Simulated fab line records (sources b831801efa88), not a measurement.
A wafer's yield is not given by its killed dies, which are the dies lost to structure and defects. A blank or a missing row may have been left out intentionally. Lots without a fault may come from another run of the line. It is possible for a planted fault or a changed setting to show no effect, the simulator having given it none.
Chamber matching || flow gf180mcu || 4 sister chambers for GF_V2_CMP_04 on cmp-01
The step polishes SiO2. 33 wafers are shown with their chamber, then 12 later ones without.

EACH WAFER AND ITS CHAMBER
{"wafer": "L074.1", "chamber": 2, "motorCurrentA (A)": 12.9, "timeToEndpointS (s)": 79}
{"wafer": "L074.4", "chamber": 1, "motorCurrentA (A)": 11.8, "timeToEndpointS (s)": 84}
{"wafer": "L074.6", "chamber": 1, "motorCurrentA (A)": 11.5, "timeToEndpointS (s)": 86}
{"wafer": "L075.1", "chamber": 1, "motorCurrentA (A)": 10.9, "timeToEndpointS (s)": 78}
{"wafer": "L075.3", "chamber": 3, "motorCurrentA (A)": 10.9, "timeToEndpointS (s)": 76}
{"wafer": "L075.5", "chamber": 3, "motorCurrentA (A)": 10.3, "timeToEndpointS (s)": 81}
{"wafer": "L076.1", "chamber": 1, "motorCurrentA (A)": 11.2, "timeToEndpointS (s)": 74}
{"wafer": "L076.4", "chamber": 3, "motorCurrentA (A)": 10.4, "timeToEndpointS (s)": 78}
{"wafer": "L076.6", "chamber": 3, "motorCurrentA (A)": 10.8, "timeToEndpointS (s)": 86}
{"wafer": "L080.3", "chamber": 3, "motorCurrentA (A)": 10.9, "timeToEndpointS (s)": 83}
{"wafer": "L080.5", "chamber": 2, "motorCurrentA (A)": 12.0, "timeToEndpointS (s)": 77}
{"wafer": "L080.6", "chamber": 1, "motorCurrentA (A)": 11.1, "timeToEndpointS (s)": 78}
{"wafer": "L081.1", "chamber": 0, "motorCurrentA (A)": 11.6, "timeToEndpointS (s)": 77}
{"wafer": "L081.3", "chamber": 1, "motorCurrentA (A)": 11.6, "timeToEndpointS (s)": 74}
{"wafer": "L081.6", "chamber": 1, "motorCurrentA (A)": 11.5, "timeToEndpointS (s)": 81}
{"wafer": "L085.1", "chamber": 3, "motorCurrentA (A)": 10.8, "timeToEndpointS (s)": 73}
{"wafer": "L085.3", "chamber": 0, "motorCurrentA (A)": 10.9, "timeToEndpointS (s)": 73}
{"wafer": "L085.6", "chamber": 3, "motorCurrentA (A)": 10.3, "timeToEndpointS (s)": 78}
{"wafer": "L088.1", "chamber": 0, "motorCurrentA (A)": 10.9, "timeToEndpointS (s)": 79}
{"wafer": "L088.3", "chamber": 1, "motorCurrentA (A)": 11.2, "timeToEndpointS (s)": 80}
{"wafer": "L088.6", "chamber": 1, "motorCurrentA (A)": 11.6, "timeToEndpointS (s)": 84}
{"wafer": "L088.2", "chamber": 3, "motorCurrentA (A)": 10.9, "timeToEndpointS (s)": 77}
{"wafer": "L088.4", "chamber": 2, "motorCurrentA (A)": 12.3, "timeToEndpointS (s)": 82}
{"wafer": "L088.5", "chamber": 0, "motorCurrentA (A)": 11.3, "timeToEndpointS (s)": 86}
{"wafer": "L089.3", "chamber": 2, "motorCurrentA (A)": 13.5, "timeToEndpointS (s)": 75}
{"wafer": "L089.4", "chamber": 0, "motorCurrentA (A)": 11.1, "timeToEndpointS (s)": 80}
{"wafer": "L089.6", "chamber": 3, "motorCurrentA (A)": 10.9, "timeToEndpointS (s)": 86}
{"wafer": "L090.3", "chamber": 1, "motorCurrentA (A)": 11.6, "timeToEndpointS (s)": 80}
{"wafer": "L090.5", "chamber": 2, "motorCurrentA (A)": 12.2, "timeToEndpointS (s)": 81}
{"wafer": "L090.6", "chamber": 3, "motorCurrentA (A)": 11.1, "timeToEndpointS (s)": 84}
{"wafer": "L091.2", "chamber": 1, "motorCurrentA (A)": 11.7, "timeToEndpointS (s)": 80}
{"wafer": "L091.4", "chamber": 2, "motorCurrentA (A)": 12.5, "timeToEndpointS (s)": 80}
{"wafer": "L091.5", "chamber": 3, "motorCurrentA (A)": 10.9, "timeToEndpointS (s)": 86}

SIGNATURES (means of the wafers above)
{"reading": "motorCurrentA", "chamber 0": 11.160, "chamber 1": 11.427, "chamber 2": 12.567, "chamber 3": 10.745, "scatter within a chamber": 0.344}
{"reading": "timeToEndpointS", "chamber 0": 79.00, "chamber 1": 79.91, "chamber 2": 79.00, "chamber 3": 80.73, "scatter within a chamber": 4.08}
Rule: for each reading, subtract the chamber's mean from the wafer's reading, divide by that reading's scatter and square the result; add these up over the readings and take the root, which gives the wafer's distance from the chamber. The wafer belongs to the nearest chamber; if the next one is less than 2 further off, it can't be placed. The scatter: take each reading less its chamber's mean, square it, sum over the shown wafers, divide by the number of wafers less the number of chambers, and take the root.

WAFERS WITHOUT THEIR CHAMBER
{"wafer": "L094.1", "motorCurrentA (A)": 11.4, "timeToEndpointS (s)": 66}
{"wafer": "L094.2", "motorCurrentA (A)": 11.1, "timeToEndpointS (s)": 72}
{"wafer": "L094.3", "motorCurrentA (A)": 11.2, "timeToEndpointS (s)": 71}
{"wafer": "L094.4", "motorCurrentA (A)": 13.0, "timeToEndpointS (s)": 77}
{"wafer": "L094.5", "motorCurrentA (A)": 11.1, "timeToEndpointS (s)": 78}
{"wafer": "L094.6", "motorCurrentA (A)": 11.4, "timeToEndpointS (s)": 80}
{"wafer": "L095.1", "motorCurrentA (A)": 10.8, "timeToEndpointS (s)": 81}
{"wafer": "L095.4", "motorCurrentA (A)": 11.1, "timeToEndpointS (s)": 79}
{"wafer": "L095.6", "motorCurrentA (A)": 11.0, "timeToEndpointS (s)": 86}
{"wafer": "L097.1", "motorCurrentA (A)": 11.7, "timeToEndpointS (s)": 84}
{"wafer": "L097.3", "motorCurrentA (A)": 11.2, "timeToEndpointS (s)": 72}
{"wafer": "L097.4", "motorCurrentA (A)": 12.9, "timeToEndpointS (s)": 82}

WHICH CHAMBER EACH WENT THROUGH
{"wafer": "L094.1", "from the rows above": "can't be placed: 0 or 1 or 3 or 2", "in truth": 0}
{"wafer": "L094.2", "from the rows above": "can't be placed: 0 or 1 or 3", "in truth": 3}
{"wafer": "L094.3", "from the rows above": "can't be placed: 0 or 1 or 3", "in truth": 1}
{"wafer": "L094.4", "from the rows above": 2, "in truth": 2}
{"wafer": "L094.5", "from the rows above": "can't be placed: 0 or 1 or 3", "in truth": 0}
{"wafer": "L094.6", "from the rows above": "can't be placed: 1 or 0 or 3", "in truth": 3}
{"wafer": "L095.1", "from the rows above": "can't be placed: 3 or 0 or 1", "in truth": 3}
{"wafer": "L095.4", "from the rows above": "can't be placed: 0 or 1 or 3", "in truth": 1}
{"wafer": "L095.6", "from the rows above": "can't be placed: 3 or 0 or 1", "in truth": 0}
{"wafer": "L097.1", "from the rows above": "can't be placed: 1 or 0 or 2 or 3", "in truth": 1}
{"wafer": "L097.3", "from the rows above": "can't be placed: 0 or 1 or 3", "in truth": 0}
{"wafer": "L097.4", "from the rows above": 2, "in truth": 2}
Correct placement for 2 of the 12. Unplaceable from these rows: 10, with the true chamber sitting among the candidates in 10. 0 placed wrongly.
